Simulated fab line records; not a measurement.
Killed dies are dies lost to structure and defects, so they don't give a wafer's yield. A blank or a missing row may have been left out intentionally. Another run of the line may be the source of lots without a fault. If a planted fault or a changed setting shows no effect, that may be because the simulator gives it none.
Which tool did it? + flow sky130 + 7 lots, 21 wafers sampled, at 1 step of a route of 708

## WHAT THE GAUGES SHOWED, per wafer
SKY_VIA1_THK_MEAS_23: measures by xrf.
| lot  | measured     | on            | VIA1_W_THK (nm) |
|------|--------------|---------------|-----------------|
| L995 | day 34 10:10 | film-metro-01 | 281 284 271     |
| L100 | day 36 06:57 | film-metro-02 | 283 279 278     |
| L103 | day 37 02:08 | film-metro-04 | 272 272 270     |
| L106 | day 37 22:21 | film-metro-01 | 269 272 267     |
| L108 | day 38 16:31 | film-metro-04 | 284 274 287     |
| L110 | day 39 07:45 | film-metro-01 | 270 271 268     |
| L116 | day 41 00:12 | film-metro-04 | 285 273 274     |

## WHICH TOOL RAN EACH LOT (tool, then ch and the chambers of the sampled wafers, then the start)
Record: no process step prior to these readings.

## THE ANSWER, worked out from the rows above alone
Rule: the lots themselves supply what counts as usual. The widest of any qualifying gaps counts: lots, ordered by their means at a reading, are off when they make up no more than a third of the lots, leave a main group of 4 or more, and stand apart from it by 3 or more times the standard deviation of that group's means. The tables above print the reading to a certain number of digits; a main group whose means all agree to those digits is not used. Also off: a lot with no number at a reading for which 4 or more lots have one. Any other lot the step has rows for is counted as sound.
No lot is off at any reading shown: from this, nothing can be told.

## WHAT THE SIMULATOR HAD PUT IN
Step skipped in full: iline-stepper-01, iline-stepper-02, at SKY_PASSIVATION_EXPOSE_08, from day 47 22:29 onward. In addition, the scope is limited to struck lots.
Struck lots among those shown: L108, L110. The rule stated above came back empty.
